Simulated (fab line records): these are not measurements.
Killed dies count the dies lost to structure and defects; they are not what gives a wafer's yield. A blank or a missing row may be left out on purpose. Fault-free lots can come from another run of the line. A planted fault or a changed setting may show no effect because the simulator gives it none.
Which tool is to blame? || flow sky130 || route of 708 steps, sampled at 1 step: 7 lots, 21 wafers

## WHAT THE GAUGES SHOWED, per wafer
SKY_FIELD_ISO_THK_MEAS_02.
{"lot": "L562", "measured": "day 1 17:19", "on": "filmMetro-02", "FIELD_ISO_OXIDATION_00_THK (nm)": "12.03 12.09 12.22"}
{"lot": "L564", "measured": "day 2 03:05", "on": "filmMetro-02", "FIELD_ISO_OXIDATION_00_THK (nm)": "12.05 11.90 12.16"}
{"lot": "L566", "measured": "day 2 14:09", "on": "filmMetro-01", "FIELD_ISO_OXIDATION_00_THK (nm)": "12.26 12.23 12.12"}
{"lot": "L568", "measured": "day 2 23:48", "on": "filmMetro-01", "FIELD_ISO_OXIDATION_00_THK (nm)": "11.53 11.77 11.74"}
{"lot": "L570", "measured": "day 3 08:38", "on": "filmMetro-02", "FIELD_ISO_OXIDATION_00_THK (nm)": "12.13 12.32 12.23"}
{"lot": "L572", "measured": "day 3 18:38", "on": "filmMetro-04", "FIELD_ISO_OXIDATION_00_THK (nm)": "11.95 11.86 11.94"}
{"lot": "L584", "measured": "day 6 08:49", "on": "filmMetro-02", "FIELD_ISO_OXIDATION_00_THK (nm)": "11.77 11.86 11.75"}

## WHAT TOOL EACH LOT RAN ON (gives the tool, then ch and the chambers of the sampled wafers, and finally the start)
The record shows no process step preceding these readings.

## THE ANSWER, worked out from the rows above alone
Rule: what is usual is taken from the lots themselves. Put in order of their means at a reading, lots are off if they are a third of the lots or fewer, leave a main group of 4 or more, and stand apart from it by a gap of 3 or more times the standard deviation of the main group's means; of several such gaps the widest counts. Not used: any main group whose means are identical at the precision the tables above print for the reading. A lot without any number at a reading at which 4 lots or more have one is off too. The other lots that the step has rows for count as sound.
Nothing can be told from this: no lot is off at any reading shown.

## WHAT WAS PUT IN BY THE SIMULATOR
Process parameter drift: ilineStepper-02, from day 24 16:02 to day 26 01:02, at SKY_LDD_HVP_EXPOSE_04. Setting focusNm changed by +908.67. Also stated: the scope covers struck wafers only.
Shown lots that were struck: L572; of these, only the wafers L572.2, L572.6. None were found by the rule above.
